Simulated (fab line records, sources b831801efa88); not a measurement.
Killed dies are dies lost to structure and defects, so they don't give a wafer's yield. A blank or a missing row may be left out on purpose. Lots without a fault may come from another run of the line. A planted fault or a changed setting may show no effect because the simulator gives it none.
Which tool did it? | flow gf180mcu | 12 lots, 36 wafers sampled, at 6 steps of a route of 602

WHAT THE GAUGES READ, wafer by wafer
GF_STI_BOW_MEAS_00.
lot  | measured    | on            | INCOMING_BOW (um)
L537 | day 1 10:01 | film_metro-04 | 9 -10 -7
L538 | day 1 15:00 | film_metro-02 | 4 3 4
L539 | day 1 20:02 | film_metro-02 | -5 4 -1
L540 | day 2 01:02 | film_metro-02 | -4 -6 -9
L541 | day 2 06:01 | film_metro-04 | 11 9 13
L549 | day 3 22:02 | film_metro-04 | 7 -2 8
L551 | day 4 08:00 | film_metro-03 | -8 -10 3
L552 | day 4 13:04 | film_metro-02 | -2 -11 5
L554 | day 4 23:00 | film_metro-04 | 3 0 3
L555 | day 5 04:00 | film_metro-03 | -7 -3 5
L559 | day 6 00:01 | film_metro-02 | -10 4 -7
L560 | day 6 05:04 | film_metro-04 | 1 13 -7

GF_STI_THK_MEAS_24.
lot  | measured    | on            | STI_CVD_23_THK (nm)
L537 | day 2 04:29 | film_metro-03 | 645 650 657
L538 | day 2 09:35 | film_metro-02 | 640 654 651
L539 | day 2 14:10 | film_metro-02 | 651 653 639
L540 | day 2 19:02 | film_metro-02 | 649 661 650
L541 | day 3 00:19 | film_metro-04 | 630 634 640
L549 | day 4 17:49 | film_metro-03 | 648 659 1094
L551 | day 5 01:57 | film_metro-03 | 648 639 633
L552 | day 5 08:44 | film_metro-04 | 642 652 651
L554 | day 5 18:17 | film_metro-04 | 640 661 643
L555 | day 5 23:50 | film_metro-03 | 651 649 650
L559 | day 6 21:58 | film_metro-04 | 658 648 645
L560 | day 7 01:45 | film_metro-02 | 649 645 641

GF_MVSD_TW_MEAS_11.
lot  | measured     | on            | MVSD_TW
L537 | day 4 12:07  | film_metro-04 | 1586 1586 1578
L538 | day 4 17:50  | film_metro-04 | 1577 1570 1582
L539 | day 4 21:52  | film_metro-04 | 1578 1580 1580
L540 | day 5 05:00  | film_metro-01 | 1589 1585 1599
L541 | day 5 09:33  | film_metro-04 | 1590 1588 1601
L549 | day 7 10:25  | film_metro-01 | 1581 1589 1582
L551 | day 7 17:00  | film_metro-03 | 1550 1558 1558
L552 | day 8 02:56  | film_metro-03 | 1569 1568 1568
L554 | day 8 12:07  | film_metro-03 | 1565 1556 1570
L555 | day 8 18:05  | film_metro-04 | 1596 1599 1593
L559 | day 9 18:36  | film_metro-04 | 1583 1586 1576
L560 | day 10 00:28 | film_metro-03 | 1564 1557 1557

GF_VT_IMPLANT_TW_MEAS_10.
lot  | measured     | on            | VT_IMPLANT_TW
L537 | day 5 15:58  | film_metro-02 | 574 570 572
L538 | day 5 22:19  | film_metro-02 | 573 572 573
L539 | day 6 03:25  | film_metro-01 | 569 565 569
L540 | day 6 10:56  | film_metro-02 | 567 570 569
L541 | day 6 14:43  | film_metro-02 | 566 564 569
L549 | day 8 18:55  | film_metro-04 | 570 564 570
L551 | day 9 01:38  | film_metro-04 | 568 568 567
L552 | day 9 12:41  | film_metro-04 | 563 564 566
L554 | day 9 23:21  | film_metro-02 | 575 572 570
L555 | day 10 05:17 | film_metro-01 | 563 564 563
L559 | day 11 06:25 | film_metro-02 | 572 571 571
L560 | day 11 13:05 | film_metro-02 | 571 572 569

WHICH TOOL RAN EACH LOT (tool, then ch and the chambers of the sampled wafers, then the start)
lot  | GF_STI_CVD_23                   | GF_STI_CMP_25
L537 | hdpcvd-01 ch 0,1, day 2 04:23   | cmp-01 ch 0,1, day 2 04:32
L538 | hdpcvd-01 ch 1,2, day 2 09:31   | cmp-01 ch 1,2, day 2 09:41
L539 | hdpcvd-02 ch 1,2, day 2 14:04   | cmp-02 ch 0,3, day 2 14:15
L540 | hdpcvd-01 ch 0,1, day 2 18:56   | cmp-01 ch 0,2, day 2 19:07
L541 | hdpcvd-01 ch 0,1,2, day 3 00:14 | cmp-01 ch 0,2, day 3 00:26
L549 | hdpcvd-01 ch 1,2, day 4 17:43   | cmp-01 ch 2,3, day 4 17:58
L551 | hdpcvd-02 ch 0,1,2, day 5 01:53 | cmp-01 ch 1,2,3, day 5 02:01
L552 | hdpcvd-02 ch 0,1,2, day 5 08:40 | cmp-02 ch 1,2,3, day 5 08:55
L554 | hdpcvd-02 ch 1,2, day 5 18:13   | cmp-02 ch 1,2,3, day 5 18:21
L555 | hdpcvd-02 ch 0,1, day 5 23:45   | cmp-01 ch 0,1,2, day 5 23:59
L559 | hdpcvd-02 ch 0,1, day 6 21:52   | cmp-01 ch 2,3, day 6 22:04
L560 | hdpcvd-02 ch 0,1,2, day 7 01:41 | cmp-01 ch 0,1, day 7 01:50
- GF_STI_CVD_23: deposits SiO2, target thk 650 nm, time 108.3 s.
- GF_STI_CMP_25: polishes, stops on Si3N4, t overpolish 33 s, target thk 524.6 nm.

WHAT THE TOOLS THEMSELVES READ (means of the sampled wafers that have a number; where no wafer has one, the mark that the record gives instead)
GF_STI_CMP_25.
lot  | tool   | edge_zone_pressure_frac | motor_current_A (A) | slurry_filter_dp_kPa (kPa) | time_to_endpoint_s (s)
L537 | cmp-01 | 1.006                   | 10.7                | 13.56                      | 119
L538 | cmp-01 | 1.006                   | 11.6                | 13.51                      | 121
L539 | cmp-02 | 1.006                   | 11.2                | 13.50                      | 119
L540 | cmp-01 | 1.001                   | 11.8                | 13.45                      | 124
L541 | cmp-01 | 0.999                   | 11.2                | 13.54                      | 121
L549 | cmp-01 | 1.008                   | 11.9                | 13.47                      | 150
L551 | cmp-01 | 0.998                   | 12.0                | 13.57                      | 116
L552 | cmp-02 | 1.002                   | 11.7                | 13.39                      | 121
L554 | cmp-02 | 0.999                   | 12.3                | 13.66                      | 119
L555 | cmp-01 | 1.000                   | 11.7                | 13.49                      | 121
L559 | cmp-01 | 1.004                   | 12.2                | 13.53                      | 123
L560 | cmp-01 | 0.993                   | 11.6                | 13.47                      | 121

THE ANSWER, worked out from the rows above alone
Rule: what is usual is taken from the lots themselves. Put in order of their means at a reading, lots are off if they are a third of the lots or fewer, leave a main group of 4 or more, and stand apart from it by a gap of 3 or more times the standard deviation of the main group's means; of several such gaps the widest counts. A main group whose means are all the same, to the digits that the tables above print for the reading, isn't used. A lot without any number at a reading at which 4 lots or more have one is off too. The other lots that the step has rows for count as sound. The gauges are gone through in route order, then the tools' own readings, and for those a lot's mean is taken as printed above. The first step at which some lot is off is used, and at that step the reading that is off furthest; a lot without a number counts as furthest.
Off: L549, at GF_STI_THK_MEAS_24 (STI_CVD_23_THK). The main group: mean 647 nm, standard deviation 5.1.
A tool fits if, at a process step before that reading, it ran every lot that is off, and no sound lot after the first of them. The gauges at GF_STI_THK_MEAS_24 aren't tried: what is off there is off at GF_STI_CMP_25 too, on other tools, and a gauge's error can't cause that. One fits: hdpcvd-01 at GF_STI_CVD_23. Its last sound lot is L541 (day 3 00:14), its first lot that is off L549 (day 4 17:43): a fault that began between those two fits.

WHAT THE SIMULATOR HAD PUT IN
Process parameter drift: hdpcvd-01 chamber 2, from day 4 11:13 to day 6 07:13, at GF_STI_CVD_23. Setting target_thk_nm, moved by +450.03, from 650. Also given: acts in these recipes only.
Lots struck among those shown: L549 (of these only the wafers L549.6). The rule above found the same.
